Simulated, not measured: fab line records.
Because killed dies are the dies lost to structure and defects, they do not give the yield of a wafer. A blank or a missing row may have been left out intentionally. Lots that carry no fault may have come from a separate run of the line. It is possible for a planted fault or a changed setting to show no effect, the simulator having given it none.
A lot that was struck, set against a sound lot ; flow sky130 ; 16 steps out of a route of 708
Sound: the wafers L653.1, L653.3, L653.6. Wafers struck: L667.1, L667.2, L667.6. The cause is named last.
For every step that has rows: the tool of each side, followed by ch and its chambers, followed by its first start. Under that, the readings that differ: sound wafers ; struck wafers ; difference of the means ; sigmas: that difference in standard deviations of wafers without a fault.
alike: readings whose means differ by less than 2 such deviations, and words and numbers that are the same on both sides. not compared: withheld readings, readings that some wafer has no value for, bounds like >300 that may hide the same value, and numbers for which the record gives no deviation and whose values overlap.
A row with sigmas, a row that says differs or no value, or rows on one side alone: a step with any of these is where the two part. Numbers that don't overlap but have no deviation are shown without sigmas and don't part them. Lack of a reading on every wafer of one side parts them only where that side has two or more wafers.

first, 5 steps without rows for these wafers: SKY_POLY_GATE_COAT_08 (resist thk 450 nm); SKY_POLY_GATE_SOFTBAKE_09 (time 90 s); SKY_POLY_GATE_EXPOSE_10 (exposes mask P1M, target cd 150 nm); SKY_POLY_GATE_PEB_11; SKY_POLY_GATE_DEVELOP_12 (develop time 60 s).
SKY_POLY_GATE_CD_MEAS_13: the cd target is 150 nm.
  sound on cdSem-02, day 16 07:50; struck on cdSem-01, day 21 18:40
  alike: cdNm
SKY_POLY_GATE_OVL_MEAS_14:
  sound on overlay-01, day 16 07:57; struck on overlay-02, day 21 18:47
  alike: POLY_GATE_OVL
SKY_POLY_GATE_ETCH_15: etches BARC in N2/H2, stops on SiO2, time 118.5 s, target depth 110 nm.
  sound on rieDiel-03 ch 0,3, day 16 07:59; struck on rieDiel-03 ch 0,2,3, day 21 18:49
  alike: drypumpMotorCurrentA, n2FlowSccm, oesProductAu, throttleValvePct
  not compared: rfHoursCounterH
SKY_POLY_GATE_ETCH_16: etches Si3N4 in CH3F/O2, stops on poly-Si, time 147.5 s, target depth 75 nm.
  sound on rieDiel-03 ch 0,3, day 16 08:04; struck on rieDiel-03 ch 0,2,3, day 21 18:54
  alike: drypumpMotorCurrentA, oesProductAu, throttleValvePct
  not compared: rfHoursCounterH
SKY_POLY_GATE_ETCH_17: etches poly-Si in HBr/Cl2, stops on SiO2, target depth 180 nm, time 70.5 s.
  sound on rieSi-01 ch 2, day 16 08:10; struck on rieSi-01 ch 1,3, day 21 19:00
reading;sound;struck;difference;sigmas
oesProductAu (a.u.);0.976 0.982 0.978;0.998 0.991 0.996;+0.016;+2
  alike: drypumpMotorCurrentA, throttleValvePct
  not compared: rfHoursCounterH
SKY_POLY_GATE_STRIP_18: strips in O2/N2.
  sound on plasmaAsher-01 ch 0,1, day 16 08:15; struck on plasmaAsher-04 ch 0,1, day 21 19:04
  alike: drypumpMotorCurrentA, n2FlowSccm, oesProductAu, stripTimeToEndpointS
  not compared: rfHoursCounterH
then, 1 step without rows for these wafers: SKY_POLY_GATE_CLEAN_19 (cleans in SC1/SC2, time 150 s).
SKY_POLY_GATE_OXIDATION_20: stabilise 600 s, purge 300 s, target thk 4 nm.
  sound on furnace-02 ch 0, day 16 08:32; struck on furnace-02 ch 0, day 21 21:32
SKY_POLY_GATE_THK_MEAS_21:
  sound on filmMetro-02, day 16 09:47; struck on filmMetro-01, day 21 22:47
reading;sound;struck;difference;sigmas
POLY_GATE_OXIDATION_THK (nm);3.86 3.93 3.85;6.43 6.47 6.34;+2.53;+28
SKY_POLY_GATE_CD_MEAS_22:
  sound on cdSem-02, day 16 09:51; struck on cdSem-01, day 21 23:00
  alike: cdNm
-- a jump in the record: the struck wafers' starts before and after are 27 days apart (it breaks off in module POLY_GATE and resumes in module PAD_OPEN, where the first step shown is number 708 of the route) --
SKY_PAD_OPEN_PROBE_99:
  sound on prober-02, day 45 20:11; struck on prober-01, day 49 10:57
reading;sound;struck;difference;sigmas
model.etest.tipSonos.rsOhmSq;2624 2607 2622;2999 2991 3001;+379;
model.etest.tipP.rsOhmSq;6860 6900 6926;7228 7211 7204;+319;
model.etest.pfet_01v8.rOnOhmUm;2933 2959 2947;2996 2998 2990;+48;
model.etest.resPdiff.lineOhmUm;1348 1334 1343;1429 1434 1427;+88;
model.etest.tipN.rsOhmSq;445.1 444.6 447.8;486.9 492.2 487.2;+42.9;
  alike: killed_at_M0_to_M3, killed_at_M4_up, killedAtContacts, killedAtFrontEnd, killedAtOther, killedDies, killedOpen, killedShort
  not compared: model.etest.nfet_01v8.rOnOhmUm, model.etest.resNdiff.lineOhmUm, model.etest.sonosUncharged.rOnOhmUm

WHERE THEY PART
Last at SKY_POLY_GATE_THK_MEAS_21 as far as this record goes, first at SKY_POLY_GATE_ETCH_17. Later steps at which nothing parts them and some readings are alike: SKY_POLY_GATE_CD_MEAS_22, SKY_PAD_OPEN_PROBE_99.

WHY: what the simulator had put in
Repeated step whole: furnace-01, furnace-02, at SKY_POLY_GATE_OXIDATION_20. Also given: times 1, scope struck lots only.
